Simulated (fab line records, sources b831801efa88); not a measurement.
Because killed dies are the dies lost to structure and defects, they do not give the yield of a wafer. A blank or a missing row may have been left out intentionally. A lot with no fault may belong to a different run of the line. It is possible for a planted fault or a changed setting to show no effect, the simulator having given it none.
Struck lot and sound lot, side by side -- flow sky130 -- 14 steps out of a route of 708
Sound: the wafers L497.1, L497.2, L497.5. Wafers L508.2, L508.3, L508.6 were the ones struck. The cause is given at the end.
At each step with rows: each side's tool, then ch and its chambers, then its first start. Under that, the readings that differ: sound wafers -- struck wafers -- difference of the means -- sigmas: that difference in standard deviations of wafers without a fault.
alike: readings with means less than 2 such deviations apart, plus words and numbers identical on both sides. not compared: withheld readings, readings lacking a value on some wafer, bounds such as >300 that could conceal the same value, and numbers that have no deviation in the record and whose values overlap.
Wherever a step has rows on one side only, a row that says differs or no value, or a row with sigmas, the two part there. Numbers that have no deviation but don't overlap get no sigmas and don't part them. A reading that every wafer of one side lacks parts them only if that side has two wafers or more.

first, 2 steps without rows for these wafers: SKY_VIA3_CLEAN_18 (cleans in IPA, time 180 s); SKY_VIA3_CLEAN_19 (cleans in O3/DIW).
SKY_VIA3_SPUTTER_20: material TiN, target thk 20 nm, time 80 s.
  sound: pvd_sputter-04 at day 39 22:17; struck: pvd_sputter-04 at day 42 20:38
  alike: throttle_valve_pct
SKY_VIA3_CVD_21: deposits W, target thk 390 nm, time 117.31 s.
  sound on cvd_w-01 ch 0,1, day 39 22:20; struck on cvd_w-02 ch 0,1, day 42 20:41
  alike: chamber_pressure_Torr, heater_power_outer_w, heater_power_w
SKY_VIA3_RS_MEAS_22: measures by four-point-probe.
  sound: film_metro-04 at day 39 22:28; struck: film_metro-04 at day 42 20:50
reading,sound,struck,difference,sigmas
VIA3_W_RS (ohm/sq),0.301 0.297 0.296,0.290 0.290 0.292,-0.007,-2
SKY_VIA3_THK_MEAS_23: measures by xrf.
  sound: film_metro-04 at day 39 22:35; struck: film_metro-04 at day 42 20:56
  alike: VIA3_W_THK
then, 3 steps without rows for these wafers: SKY_VIA3_CMP_24 (polishes, stops on SiO2, t overpolish 20 s, target thk 0 nm); SKY_METAL4_SPUTTER_00 (material Ti, target thk 15 nm, time 10 s); SKY_METAL4_SPUTTER_01 (material TiN, target thk 20 nm, time 16.7 s).
SKY_METAL4_SPUTTER_02: material AlCu, target thk 735 nm, time 39.1 s.
  sound: pvd_sputter-03 at day 39 22:59; struck: pvd_sputter-02 at day 42 21:20
  alike: throttle_valve_pct
SKY_METAL4_SPUTTER_03: material Ti, target thk 5 nm, time 3.3 s.
  sound: pvd_sputter-03 at day 39 23:02; struck: pvd_sputter-02 at day 42 21:23
  alike: throttle_valve_pct
then, 1 step without rows for these wafers: SKY_METAL4_SPUTTER_04 (material TiN, target thk 70 nm, time 58.3 s).
SKY_CAP2M_CVD_00: deposits SiO2, target thk 15.5 nm.
  sound on pecvd-01 ch 0,1, day 39 23:06; struck on pecvd-03 ch 0,1,2, day 42 21:27
  no value came back on the struck wafers for heater_power_outer_w (W), heater_power_w (W); on the sound wafers heater_power_outer_w (W) reads 461 423 468
SKY_CAP2M_SPUTTER_02: material TiN, target thk 200 nm, time 166.7 s.
  sound: pvd_sputter-01 at day 39 23:11; struck: pvd_sputter-01 at day 42 21:32
  alike: throttle_valve_pct

== WHERE THEY PART ==
First at SKY_VIA3_RS_MEAS_22; last, within this record, at SKY_CAP2M_CVD_00. Later steps at which nothing parts them and some readings are alike: SKY_CAP2M_SPUTTER_02.

WHY: what the simulator had put in
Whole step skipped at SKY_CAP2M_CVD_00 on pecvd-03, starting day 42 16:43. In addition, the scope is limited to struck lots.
